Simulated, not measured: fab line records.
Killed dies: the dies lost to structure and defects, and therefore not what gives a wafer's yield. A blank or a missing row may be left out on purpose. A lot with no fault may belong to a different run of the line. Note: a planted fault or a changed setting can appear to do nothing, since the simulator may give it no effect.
8D (eight disciplines) problem report, filled in by code / flow gf180mcu / the parts of the form that need people (team, actions taken, sign-off) are left out

== 1. PROBLEM STATEMENT ==
At GF_V2_ETCH_16, rf fwd power W averages 575.7 W over 6 wafers from 2 lots, while fault-free wafers read 494.8 W, standard deviation 2.3. Relative to the usual mean, that is a shift of +35 standard deviations.
The step: etches BARC in N2/H2.
First seen on wafer L595.1, day 21 21:58, on rie diel-03. The record has a number at this step for 36 wafers belonging to 12 lots. The rule behind "out" and "out of limits": a value lying over 4 standard deviations away from the usual mean. The rest of the wafers with a number are treated as sound.

== 2. WHAT THIS IS AND IS NOT ==
question=which readings at this step | is=rf fwd power W | is not=drypump motor current A, oes product au, throttle valve pct
question=which lots | is=L595, L596 | is not=L591, L592, L593, L603, L607, L609, L611, L612, L613, L614
question=which wafers of those lots | is=all that have a number | is not=-
question=read on which tools | is=rie diel-03 | is not=rie diel-01, rie diel-02
question=when | is=from day 21 21:58 | is not=up to then (9 sound wafers); but 21 sound wafers of L603, L607, L609, L611, L612, L613, L614 came after

== 3. THE SUSPECTS, EACH WITH WHAT RULES IT OUT ==
Counting: a tool at a process step up to the reading stays a suspect if it ran every lot that is out and no sound lot after the first of them.
- plasma asher-01 at GF_M2_STRIP_17 (strips in O2/N2): ruled out as a lasting fault. Following L595 (day 20 21:27), the first lot on it that is out, the sound lots L603, L607, L613, L614 were run on it.
- rie diel-03 at GF_V2_ETCH_16 (etches BARC in N2/H2): kept. Every lot that is out went through it, starting with L595 (day 21 21:58), and after that it ran no sound lot; the last sound lot it ran before then is L593 (day 21 04:58). Its own readings are out on those wafers: rf fwd power W.
The count leaves rie diel-03 at GF_V2_ETCH_16.

== 4. THE CAUSE (what the simulator had put in) ==
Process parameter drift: rie diel-03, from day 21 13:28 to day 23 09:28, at GF_V2_ETCH_16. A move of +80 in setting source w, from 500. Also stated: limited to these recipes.
The count eliminated every tool but this one.

== 5. THE EFFECT CHAIN, in route order ==
Each row: a reading whose mean over the struck wafers that have a number lies more than 3 standard deviations from the usual. Only readings whose record carries a usual standard deviation are examined. hours: median over the lots of the time between each lot's start at the first step of this table that gives one and its start at this step. sigmas: the change, counted in usual standard deviations.
hours=0; step=GF_V2_ETCH_16; reading=rf fwd power W; usual=494.8 W; on struck wafers=575.7; change=+80.9; sigmas=+35
Process steps it contains:
- GF_V2_ETCH_16: etches BARC in N2/H2.

== 6. HOW IT WOULD HAVE BEEN CAUGHT EARLIER ==
In this record the first reading out of limits was taken at day 21 21:58, 8 hours after the fault began at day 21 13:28.
